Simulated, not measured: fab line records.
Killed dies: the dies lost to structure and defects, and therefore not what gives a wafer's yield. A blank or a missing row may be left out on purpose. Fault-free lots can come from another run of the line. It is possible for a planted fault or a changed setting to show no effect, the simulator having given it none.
Comparing a struck lot with a sound one :: flow sfq_line :: 42 steps out of a route of 325
Sound: wafers L411.1, L411.3, L411.5. Struck: wafer L417.1 (left out: L417.3, L417.4 of the same lot, which were not struck); the cause appears at the end.
At each step with rows: each side's tool, then ch and its chambers, then its first start. Under that, the readings that differ: sound wafers :: struck wafers :: difference of the means :: sigmas: that difference in standard deviations of wafers without a fault.
alike: readings whose means differ by less than 2 such deviations, and words and numbers that are the same on both sides. not compared: withheld readings, readings that some wafer has no value for, bounds like >300 that may hide the same value, and numbers for which the record gives no deviation and whose values overlap.
A row with sigmas, a row that says differs or no value, or rows on one side alone: a step with any of these is where the two part. Non-overlapping numbers with no deviation appear without sigmas and do not part them. Lack of a reading on every wafer of one side parts them only where that side has two or more wafers.

first, 6 steps without rows for these wafers: SFQ_TRILAYER_I0_VIA_LITHO_COAT_036 (resist thk 62 nm); SFQ_TRILAYER_I0_VIA_LITHO_COAT_031 (resist thk 650 nm); SFQ_TRILAYER_I0_VIA_LITHO_SOFTBAKE_035; SFQ_TRILAYER_I0_VIA_LITHO_EXPOSE_032 (exposes mask I0, target cd 500 nm); SFQ_TRILAYER_I0_VIA_LITHO_PEB_034 (peb time 60 s); SFQ_TRILAYER_I0_VIA_LITHO_DEVELOP_033 (time 60 s).
SFQ_I0_OVL_MEAS_908:
  sound: overlay-02 at day 21 16:15; struck: overlay-01 at day 24 07:05
  alike: I0_OVL
then, 2 steps without rows for these wafers: SFQ_TRILAYER_I0_VIA_BARC_OPEN_VIA_ETCH_046 (etches BARC in O2, target depth 125 nm, time 41.7 s); SFQ_TRILAYER_I0_VIA_ETCH_VIA_ETCH_034 (etches SiO2 in CHF3, stops on Nb, target depth 260 nm).
SFQ_TRILAYER_I0_VIA_STRIP_STRIP_035: strips in O2.
  sound on rie_metal-04 ch 0,1, day 21 16:26; struck on rie_metal-04 ch 0, day 24 07:16
  alike: drypump_motor_current_A, oes_product_au
  not compared: rf_hours_counter_h
then, 2 steps without rows for these wafers: SFQ_TRILAYER_I0_VIA_STRIP_SOLV_CLEAN_036 (cleans in NMP, time 600 s); SFQ_TRILAYER_M1_DEP_PRE_CLEAN_038 (time 22.5 s).
SFQ_TRILAYER_M1_DEP_SPUTTER_037: material Nb, target thk 200 nm, time 133.3 s.
  sound: pvd_sputter-06 at day 21 17:15; struck: pvd_sputter-04 at day 24 08:04
reading: model.Nb_of_TRILAYER_M1_DEP_SPUTTER_037.thk_nm (nm)
sound: 198.9 197.8 197.8
struck: 179.4
difference: -18.8
sigmas: 
  alike: throttle_valve_pct
SFQ_M1_RS_MEAS_909: uses a four-point probe to measure.
  sound: film_metro-02 at day 21 17:20; struck: film_metro-02 at day 24 08:10
reading: M1_NB_RS (ohm/sq)
sound: 0.893 0.900 0.900
struck: 0.994
difference: +0.096
sigmas: +10
then, 6 steps without rows for these wafers: SFQ_TRILAYER_M1_LITHO_COAT_044 (resist thk 62 nm); SFQ_TRILAYER_M1_LITHO_COAT_039 (resist thk 600 nm); SFQ_TRILAYER_M1_LITHO_SOFTBAKE_043; SFQ_TRILAYER_M1_LITHO_EXPOSE_040 (exposes mask M1, target cd 500 nm); SFQ_TRILAYER_M1_LITHO_PEB_042 (peb time 60 s); SFQ_TRILAYER_M1_LITHO_DEVELOP_041 (time 60 s).
-- the record jumps here: 6 days lie between the struck wafers' starts before and after --
SFQ_M1_OVL_MEAS_911:
  sound: overlay-01 at day 28 12:02; struck: overlay-02 at day 30 18:44
  alike: M1_OVL
then, 1 step without rows for these wafers: SFQ_TRILAYER_M1_BARC_OPEN_METAL_ETCH_054 (etches BARC in O2, target depth 125 nm, time 41.7 s).
SFQ_TRILAYER_M1_ETCH_METAL_ETCH_042: etches Nb in Cl2/Ar, stops on SiO2, target depth 240 nm, time 120 s.
  sound on rie_metal-02 ch 0,1, day 28 12:08; struck on rie_metal-01 ch 1, day 30 18:49
reading: oes_product_au (a.u.)
sound: 0.890 0.887 0.887
struck: 0.834
difference: -0.054
sigmas: -8
  alike: drypump_motor_current_A
  not compared: rf_hours_counter_h
SFQ_TRILAYER_M1_STRIP_STRIP_043: strips in O2.
  sound on rie_metal-02 ch 0,1, day 28 12:15; struck on rie_metal-01 ch 1, day 30 18:57
  alike: drypump_motor_current_A, oes_product_au
  not compared: rf_hours_counter_h
then, 1 step without rows for these wafers: SFQ_TRILAYER_M1_STRIP_SOLV_CLEAN_044 (cleans in NMP, time 600 s).
SFQ_TRILAYER_I1_DEP_PECVD_045: deposits SiO2 from SiH4/N2O, time 111.11 s, target thk 500 nm.
  sound on pecvd-02 ch 0,1, day 28 13:02; struck on pecvd-02 ch 1, day 30 19:43
  alike: heater_power_w, throttle_valve_pct
then, 1 step without rows for these wafers: SFQ_TRILAYER_I1_CMP_CMP_046 (polishes SiO2).
SFQ_I1_BOW_MEAS_912:
  sound: film_metro-02 at day 28 16:06; struck: film_metro-04 at day 30 22:48
  alike: I1_BOW
then, 7 steps without rows for these wafers: SFQ_TRILAYER_I1_METRO_MEASURE_047; SFQ_TRILAYER_I1_VIA_LITHO_COAT_054 (resist thk 62 nm); SFQ_TRILAYER_I1_VIA_LITHO_COAT_049 (resist thk 650 nm); SFQ_TRILAYER_I1_VIA_LITHO_SOFTBAKE_053; SFQ_TRILAYER_I1_VIA_LITHO_EXPOSE_050 (exposes mask I1, target cd 500 nm); SFQ_TRILAYER_I1_VIA_LITHO_PEB_052 (peb time 60 s); SFQ_TRILAYER_I1_VIA_LITHO_DEVELOP_051 (time 60 s).
-- the record jumps here: 6 days lie between the struck wafers' starts before and after --
SFQ_I1_OVL_MEAS_913:
  sound: overlay-01 at day 34 18:02; struck: overlay-01 at day 37 00:17
reading: I1_OVL (nm)
sound: -8 -6 -1
struck: 13
difference: +18
sigmas: +3
then, 1 step without rows for these wafers: SFQ_TRILAYER_I1_VIA_BARC_OPEN_VIA_ETCH_071 (etches BARC in O2, target depth 125 nm, time 41.7 s).
SFQ_TRILAYER_I1_VIA_ETCH_VIA_ETCH_052: etches SiO2 in CHF3, stops on Nb, target depth 260 nm.
  sound on rie_diel-01 ch 2,3, day 34 18:07; struck on rie_diel-02 ch 2, day 37 00:22
  alike: drypump_motor_current_A, oes_product_au
SFQ_TRILAYER_I1_VIA_STRIP_STRIP_053: strips in O2.
  sound on rie_metal-02 ch 0,1, day 34 18:14; struck on rie_metal-02 ch 0, day 37 00:29
  alike: drypump_motor_current_A, oes_product_au
  not compared: rf_hours_counter_h
then, 2 steps without rows for these wafers: SFQ_TRILAYER_I1_VIA_STRIP_SOLV_CLEAN_054 (cleans in NMP, time 600 s); SFQ_TRILAYER_M2_DEP_PRE_CLEAN_056 (time 22.5 s).
-- the record jumps here: 49 days lie between the struck wafers' starts before and after --
SFQ_M8_BOW_MEAS_951:
  sound: film_metro-01 at day 85 02:36; struck: film_metro-03 at day 86 06:13
reading: model.etest.m1.ohm_um
sound: 1.782 1.802 1.793
struck: 1.98
difference: +0.19
sigmas: 

reading: model.etest.i0.link_ohm
sound: 1.979 1.994 1.997
struck: 2.104
difference: +0.114
sigmas: 

reading: model.etest.i1.link_ohm
sound: 1.98 1.979 1.982
struck: 2.046
difference: +0.066
sigmas: 

reading: model.etest.m1.ohm_sq
sound: 0.8951 0.9002 0.9001
struck: 0.9923
difference: +0.0938
sigmas: 
  alike: M8_BOW

== WHERE THEY PART ==
First at SFQ_M1_RS_MEAS_909; last, within this record, at SFQ_I1_OVL_MEAS_913. Later steps at which nothing parts them and some readings are alike: SFQ_TRILAYER_I1_VIA_ETCH_VIA_ETCH_052, SFQ_TRILAYER_I1_VIA_STRIP_STRIP_053, SFQ_M8_BOW_MEAS_951.

WHY: the cause the simulator had injected
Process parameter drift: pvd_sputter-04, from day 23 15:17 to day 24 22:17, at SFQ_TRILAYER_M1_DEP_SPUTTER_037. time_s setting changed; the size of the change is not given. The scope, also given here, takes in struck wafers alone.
